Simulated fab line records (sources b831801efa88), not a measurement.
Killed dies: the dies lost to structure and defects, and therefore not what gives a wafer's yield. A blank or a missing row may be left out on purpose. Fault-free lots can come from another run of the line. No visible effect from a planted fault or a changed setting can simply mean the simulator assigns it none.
fab line records	flow sky130
record lots=12	wafers=36	last_day=50
route steps=708 shown VT_ADJUST_NCORE@130 VT_ADJUST_HVTR@141 SONOS_TUNNEL@166 GATE_OXIDE@198 PAD_OPEN@708
lots untouched by any fault: they come from a run of this same line in which no faults occurred
start_h: the number of hours between the record's first day and the start of the first shown wafer of the lot	wait_h: hours elapsed since this lot's preceding step	" as in the row above	L1.1+2: one row covering several wafers at once	- either no value or no given start	* or withheld: withheld	< > ~ a bound
route shown NAME@n: NAME is a module with steps in the file, n the number in the route of the first one	usual: average and standard deviation across the fault-free wafers	same: alike in all rows	chamber/n: place in a boat	sites: each site's reading	_std_site: their standard deviation	_edge_site: the outer-site mean with the inner-site mean subtracted	radius_mm: how far each site lies from the wafer's centre	mask NAME#n: copy n	behind: the last tool/chamber to shape the wafer	hold: why the lot went on hold/how many hours it stayed there/how the hold came to an end	device: names the non-switching transistor (n, p or np)	end of line: at the end of the route, the tests of the same wafers	for a step that has no rows: nothing shown but its recipe	killed: the dies lost at the first sort to structure and to defects; this is not the yield of the wafer	map: the dies of a wafer, with x for killed, . for not killed, _ for no die there
set.NAME: the setting as run; set.NAME@STEP: as run at that earlier step	model.NAME: the simulator's own value behind a step, which no gauge read
steps of the route over a sample of lots; a table a step, a row a wafer
services: a tool's chamber out of use, with start hour (start_h, from the record's first day; less than 0 if before it), hours out, and reason
## steps
# step SKY_VT_ADJUST_NCORE_TW_MEAS_11
# usual VT_ADJUST_NCORE_TW=218.6/2.9
lot.wafer	tool	chamber	start_h	wait_h	VT_ADJUST_NCORE_TW
L103.2	film_metro-01	-	186.14	0.1	220.5
L103.3	"	-	"	"	219.5
L103.5	"	-	"	"	219.8
L106.1	film_metro-03	-	205.22	0.1	220.0
L106.4	"	-	"	"	219.7
L106.5	"	-	"	"	219.7
L107.1	film_metro-02	-	209.47	0.1	217.3
L107.2	"	-	"	"	215.4
L107.4	"	-	"	"	215.6
L109.2	film_metro-02	-	225.53	0.1	217.1
L109.3	"	-	"	"	217.5
L109.5	"	-	"	"	217.6
L108.1	film_metro-03	-	225.67	0.1	219.1
L108.2	"	-	"	"	218.8
L108.5	"	-	"	"	219.6
L110.3	film_metro-03	-	229.84	0.1	218.5
L110.4	"	-	"	"	220.4
L110.5	"	-	"	"	220.4
L112.1	film_metro-02	-	249.42	0.1	213.7
L112.2	"	-	"	"	214.3
L112.6	"	-	"	"	214.7
L116.1	film_metro-02	-	275.26	0.1	215.5
L116.3	"	-	"	"	214.4
L116.5	"	-	"	"	214.8
L118.1	film_metro-01	-	286.92	0.1	222.5
L118.2	"	-	"	"	223.2
L118.6	"	-	"	"	221.8
L120.2	film_metro-02	-	301.12	0.1	215.3
L120.4	"	-	"	"	215.7
L120.6	"	-	"	"	215.3
L124.1	film_metro-02	-	327.41	0.1	215.4
L124.3	"	-	"	"	215.5
L124.6	"	-	"	"	214.5
L125.1	film_metro-02	-	334.01	0.1	214.2
L125.3	"	-	"	"	215.1
L125.5	"	-	"	"	216.0
# step SKY_VT_ADJUST_HVTR_STRIP_10
# recipe chemistry=O2/N2	power_w=1400	pressure_mtorr=1500	platen_temp_c=withheld	o2_flow_sccm=3000	n2_flow_sccm=300	overash_fraction=0.5
# usual drypump_motor_current_A=5.2/0.38	oes_product_au=0.715/0.0045	strip_time_to_endpoint_s=14.17/0.034
lot.wafer	tool	chamber	start_h	wait_h	drypump_motor_current_A	oes_product_au	rf_hours_counter_h	strip_time_to_endpoint_s
L103.2	plasma_asher-03	1	206.99	0.1	5.3	0.711	50	14.15
L103.3	"	1	"	"	5.3	0.727	-	14.14
L103.5	"	0	"	"	5.1	0.707	-	14.12
L106.1	plasma_asher-03	0	227.12	0.1	5.1	0.718	52	14.25
L106.4	"	0	"	"	5.1	0.715	-	14.20
L106.5	"	1	"	"	5.3	0.717	-	14.19
L107.1	plasma_asher-02	1	232.26	0.1	5.0	0.713	44	14.15
L107.2	"	0	"	"	4.8	0.718	44	14.14
L107.4	"	0	"	"	4.8	0.712	-	14.10
L109.2	plasma_asher-03	1	248.61	0.1	5.3	0.720	54	14.10
L109.3	"	1	"	"	5.3	0.716	-	14.10
L109.5	"	0	"	"	5.1	0.723	-	14.15
L108.1	plasma_asher-01	1	248.89	0.1	6.0	0.715	58	14.16
L108.2	"	0	"	"	6.2	0.710	58	14.16
L108.5	"	1	"	"	6.0	0.711	-	14.16
L110.3	plasma_asher-03	1	253.24	0.1	5.3	0.717	-	14.16
L110.4	"	0	"	"	5.1	0.708	-	14.18
L110.5	"	0	"	"	5.1	0.718	-	14.18
L112.1	plasma_asher-03	1	272.79	0.1	5.3	0.712	56	14.21
L112.2	"	0	"	"	5.1	0.712	56	14.21
L112.6	"	0	"	"	5.1	0.717	-	14.20
L116.1	plasma_asher-03	0	299.82	0.1	5.1	0.712	59	14.13
L116.3	"	1	"	"	5.3	0.713	-	14.14
L116.5	"	1	"	"	5.3	0.715	-	14.07
L118.1	plasma_asher-02	1	311.81	0.1	5.0	0.713	51	14.22
L118.2	"	0	"	"	4.8	0.718	51	14.16
L118.6	"	1	"	"	5.0	0.721	-	14.17
L120.2	plasma_asher-02	0	326.52	0.1	4.8	0.713	52	14.18
L120.4	"	1	"	"	5.0	0.717	-	14.18
L120.6	"	1	"	"	5.0	0.722	-	14.19
L124.1	plasma_asher-01	0	354.32	0.1	6.2	0.719	68	14.14
L124.3	"	0	"	"	6.2	0.723	-	14.15
L124.6	"	1	"	"	6.0	0.723	-	14.17
L125.1	plasma_asher-03	1	361.12	0.1	5.3	0.716	65	14.16
L125.3	"	1	"	"	5.3	0.720	-	14.12
L125.5	"	0	"	"	5.1	0.716	-	14.11
# step SKY_SONOS_TUNNEL_TW_MEAS_12
# usual SONOS_TUNNEL_TW=198.4/2.2
lot.wafer	tool	chamber	start_h	wait_h	SONOS_TUNNEL_TW
L103.2	film_metro-01	-	252.83	0.0	198.3
L103.3	"	-	"	"	199.5
L103.5	"	-	"	"	198.1
L106.1	film_metro-01	-	274.69	0.0	201.0
L106.4	"	-	"	"	200.8
L106.5	"	-	"	"	202.0
L107.1	film_metro-01	-	278.92	0.0	200.8
L107.2	"	-	"	"	200.9
L107.4	"	-	"	"	200.6
L109.2	film_metro-02	-	296.70	0.0	194.8
L109.3	"	-	"	"	196.0
L109.5	"	-	"	"	194.5
L108.1	film_metro-01	-	296.99	0.0	200.3
L108.2	"	-	"	"	200.8
L108.5	"	-	"	"	200.2
L110.3	film_metro-02	-	302.52	0.0	195.1
L110.4	"	-	"	"	195.8
L110.5	"	-	"	"	196.7
L112.1	film_metro-01	-	321.81	0.0	199.6
L112.2	"	-	"	"	200.1
L112.6	"	-	"	"	199.7
L116.1	film_metro-02	-	353.24	0.0	194.2
L116.3	"	-	"	"	194.6
L116.5	"	-	"	"	195.4
L118.1	film_metro-01	-	365.97	0.0	201.0
L118.2	"	-	"	"	202.5
L118.6	"	-	"	"	200.2
L120.2	film_metro-02	-	382.19	0.0	195.5
L120.4	"	-	"	"	196.3
L120.6	"	-	"	"	196.1
L124.1	film_metro-04	-	412.32	0.0	196.9
L124.3	"	-	"	"	197.8
L124.6	"	-	"	"	197.1
L125.1	film_metro-01	-	420.40	0.0	201.2
L125.3	"	-	"	"	201.3
L125.5	"	-	"	"	200.6
# step SKY_GATE_OXIDE_IMPLANT_11
# recipe species=B	energy_kev=10	dose_cm2=2.6e+12	tilt_deg=withheld
# usual beam_energy_keV=10.000/0.0028
# same implant_ion_amu=11
lot.wafer	tool	chamber	start_h	wait_h	beam_energy_keV
L103.2	implanter-01	0	322.28	0.0	9.9973
L103.3	"	0	"	"	9.9999
L103.5	"	0	"	"	10.000
L106.1	implanter-04	0	334.30	0.0	9.9991
L106.4	"	0	"	"	10.002
L106.5	"	0	"	"	10.005
L107.1	implanter-01	0	336.30	0.0	10.004
L107.2	"	0	"	"	9.9968
L107.4	"	0	"	"	10.000
L108.1	implanter-01	0	359.02	0.0	9.9998
L108.2	"	0	"	"	9.9963
L108.5	"	0	"	"	9.9970
L109.2	implanter-04	0	359.03	0.0	9.9974
L109.3	"	0	"	"	10.001
L109.5	"	0	"	"	9.9991
L110.3	implanter-01	0	365.19	0.1	10.001
L110.4	"	0	"	"	10.001
L110.5	"	0	"	"	10.001
L112.1	implanter-04	0	383.97	0.0	9.9981
L112.2	"	0	"	"	10.000
L112.6	"	0	"	"	10.001
L116.1	implanter-02	0	424.59	0.0	10.004
L116.3	"	0	"	"	10.000
L116.5	"	0	"	"	9.9995
L116.1	implanter-02	0	424.91	0.3	10.000
L116.3	"	0	"	"	10.003
L116.5	"	0	"	"	9.9957
L118.1	implanter-04	0	434.85	0.0	10.000
L118.2	"	0	"	"	10.003
L118.6	"	0	"	"	10.001
L120.2	implanter-01	0	449.26	0.0	10.004
L120.4	"	0	"	"	10.003
L120.6	"	0	"	"	10.004
L120.2	implanter-01	0	449.58	0.3	9.9990
L120.4	"	0	"	"	9.9949
L120.6	"	0	"	"	9.9967
L124.1	implanter-04	0	480.10	0.0	9.9977
L124.3	"	0	"	"	10.002
L124.6	"	0	"	"	9.9991
L125.1	implanter-02	0	490.94	0.0	10.000
L125.3	"	0	"	"	9.9987
L125.5	"	0	"	"	10.000
# step SKY_GATE_OXIDE_TW_MEAS_14
# usual GATE_OXIDE_TW=223.8/2.2
lot.wafer	tool	chamber	start_h	wait_h	GATE_OXIDE_TW
L103.2	film_metro-02	-	322.73	0.1	220.8
L103.3	"	-	"	"	221.2
L103.5	"	-	"	"	223.1
L106.1	film_metro-03	-	334.65	0.1	224.1
L106.4	"	-	"	"	225.0
L106.5	"	-	"	"	226.1
L107.1	film_metro-02	-	336.65	0.1	219.5
L107.2	"	-	"	"	220.1
L107.4	"	-	"	"	220.6
L109.2	film_metro-03	-	359.36	0.1	226.5
L109.3	"	-	"	"	226.1
L109.5	"	-	"	"	224.7
L108.1	film_metro-02	-	359.39	0.1	221.3
L108.2	"	-	"	"	222.9
L108.5	"	-	"	"	222.6
L110.3	film_metro-02	-	365.51	0.1	221.9
L110.4	"	-	"	"	223.1
L110.5	"	-	"	"	221.9
L112.1	film_metro-04	-	384.32	0.1	226.4
L112.2	"	-	"	"	226.7
L112.6	"	-	"	"	225.7
L116.1	film_metro-04	-	425.42	0.1	272.5
L116.3	"	-	"	"	273.4
L116.5	"	-	"	"	274.4
L118.1	film_metro-02	-	435.20	0.1	221.4
L118.2	"	-	"	"	220.1
L118.6	"	-	"	"	222.8
L120.2	film_metro-02	-	449.93	0.1	270.9
L120.4	"	-	"	"	271.1
L120.6	"	-	"	"	268.5
L124.1	film_metro-04	-	480.45	0.1	226.2
L124.3	"	-	"	"	224.9
L124.6	"	-	"	"	227.0
L125.1	film_metro-02	-	491.29	0.1	221.9
L125.3	"	-	"	"	222.3
L125.5	"	-	"	"	221.6
# step SKY_PAD_OPEN_PROBE_99
# usual killed_at_M0_to_M3=43/7.1	killed_at_M4_up=3/1.7	killed_at_contacts=25/5.6	killed_at_front_end=16/4.1	killed_at_other=0.2/0.49	killed_dies=87/9.8	killed_open=47/7.6	killed_short=40/6.1
# same gross_dies=492	killed_at_back_side=0
lot.wafer	tool	chamber	start_h	wait_h	killed_at_M0_to_M3	killed_at_M4_up	killed_at_contacts	killed_at_front_end	killed_at_other	killed_dies	killed_open	killed_short
L124.1	prober-01	-	1190.22	0.1	39	1	22	20	0	82	41	41
L124.3	prober-01	-	1190.32	0.2	41	5	26	16	0	88	45	43
L124.6	prober-01	-	1190.47	0.2	41	4	27	18	0	90	53	37
# killed by level:class
L124.1 METAL1:geometric_particle:short=10 CONTACT:geometric_particle:open=9 VIA1:geometric_particle:open=8 CONTACT:geometric_particle:short=6 SPACER:geometric_particle:short=5 VIA1:geometric_particle:short=5 VIA3:geometric_particle:open=5 FIELD_ISO:geometric_particle:open=4
L124.3 VIA1:geometric_particle:open=12 CONTACT:geometric_particle:open=10 VIA3:geometric_particle:short=8 LI_CONTACT:geometric_particle:open=7 CONTACT:geometric_particle:short=6 METAL1:geometric_particle:short=5 METAL4:geometric_particle:short=5 VIA3:geometric_particle:open=5
L124.6 VIA1:geometric_particle:open=17 CONTACT:geometric_particle:open=12 LOCAL_INTERCONNECT:geometric_particle:short=8 VIA2:geometric_particle:open=8 FIELD_ISO:geometric_particle:short=7 LI_CONTACT:geometric_particle:open=5 FIELD_ISO:geometric_particle:open=4 METAL3:geometric_particle:short=4
## services
tool	chamber	start_h	hours	kind
implanter-04	-	196.62	3.9	repair
plasma_asher-01	-	263.81	0.4	repair
implanter-02	-	267.70	4.0	pm
implanter-04	-	279.72	2.3	pm
plasma_asher-02	-	320.15	2.8	pm
implanter-01	-	326.87	0.7	repair
implanter-01	-	330.58	2.6	repair
plasma_asher-02	-	334.47	5.1	repair
implanter-04	-	378.95	4.4	pm
implanter-04	-	389.67	2.3	repair
plasma_asher-03	-	402.19	4.3	repair
implanter-04	-	411.34	1.2	repair
plasma_asher-03	-	421.25	9.0	pm
plasma_asher-03	0	421.25	9.5	vent_cycle
plasma_asher-03	1	421.25	9.5	vent_cycle
plasma_asher-03	-	428.03	2.7	repair
plasma_asher-03	0	430.25	-	clean
plasma_asher-03	1	430.25	-	clean
plasma_asher-01	-	472.60	2.8	pm
implanter-01	-	479.39	4.6	pm
## key
first_sign step=SKY_GATE_OXIDE_IMPLANT_11	reading=visit	direction=added
effect step=SKY_GATE_OXIDE_TW_MEAS_14	reading=GATE_OXIDE_TW	direction=up	sigmas=22	usual=223.8	struck=271.8
met_at SKY_GATE_OXIDE_IMPLANT_11
struck_lots L116,L120
tester_left_out L116,L120
not_acting_at SKY_VT_ADJUST_NCORE_TW_MEAS_11,SKY_VT_ADJUST_HVTR_STRIP_10,SKY_SONOS_TUNNEL_TW_MEAS_12
fault kind=repeated_step_whole	tool=implanter-01,implanter-02,implanter-04	chamber=-	onset_h=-	steps=SKY_GATE_OXIDE_IMPLANT_11	times=1	scope=struck_lots_only
# tester_left_out: of these lots the tester's yield and bins aren't shown, on N5 and GAA mostly nor the transistor test; their killed dies are dies lost to structure and defects alone, not to doping, threshold or leakage, so they don't give the yield
